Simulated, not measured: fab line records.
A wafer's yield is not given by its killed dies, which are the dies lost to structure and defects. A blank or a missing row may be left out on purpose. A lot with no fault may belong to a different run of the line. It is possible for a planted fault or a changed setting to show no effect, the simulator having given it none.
2 desks, one fault	flow gf180mcu	every desk sees just its own numbers, and what lay behind them comes last

== AT THE TOOL OWNER'S DESK: pvdSputter-01 ==
The tool's own readings at GF_M4_SPUTTER_00 (material Ti, target thk 37.5 nm, time 150 s): means of the sampled wafers that have a number, for each lot that ran on this tool. A lot is out of limits, marked OUT, if its mean lies more than 4 standard deviations from the usual mean; the brackets give that distance.
Columns: A = throttleValvePct at GF_M4_SPUTTER_00, usual 30.0 %
lot	first seen here	A
L963	day 24 03:42	30.4
L965	day 24 15:54	30.6
L978	day 28 15:49	30.9
L982	day 29 22:20	30.7
This desk's verdict: no lot among the 4 shows anything out of limits.

== METROLOGY DESK ==
What the gauges read, lot by lot, whatever tool the lot ran on: means of the sampled wafers that have a number. A lot is out of limits, marked OUT, if its mean lies more than 4 standard deviations from the usual mean; the brackets give that distance.
Columns: A = V3_OVL at GF_V3_OVL_MEAS_15, usual -1 nm; B = V3_W_RS at GF_V3_RS_MEAS_24, usual 0.330 ohm/sq; C = V3_W_THK at GF_V3_THK_MEAS_25, usual 354 nm
lot	first seen here	A	B	C
L963	day 24 02:12	-2	0.335	344
L965	day 24 14:31	3	0.331	352
L975	day 27 17:52	-10	0.326	355
L978	day 28 14:25	2	0.330	354
L982	day 29 20:51	-9	0.328	353
This desk's verdict: no lot among the 5 shows anything out of limits.

== ALL TOGETHER ==
Nothing out of limits was seen by the tool owner's desk.
At the metrology desk, nothing out of limits was observed.

== WHAT THE SIMULATOR PUT IN ==
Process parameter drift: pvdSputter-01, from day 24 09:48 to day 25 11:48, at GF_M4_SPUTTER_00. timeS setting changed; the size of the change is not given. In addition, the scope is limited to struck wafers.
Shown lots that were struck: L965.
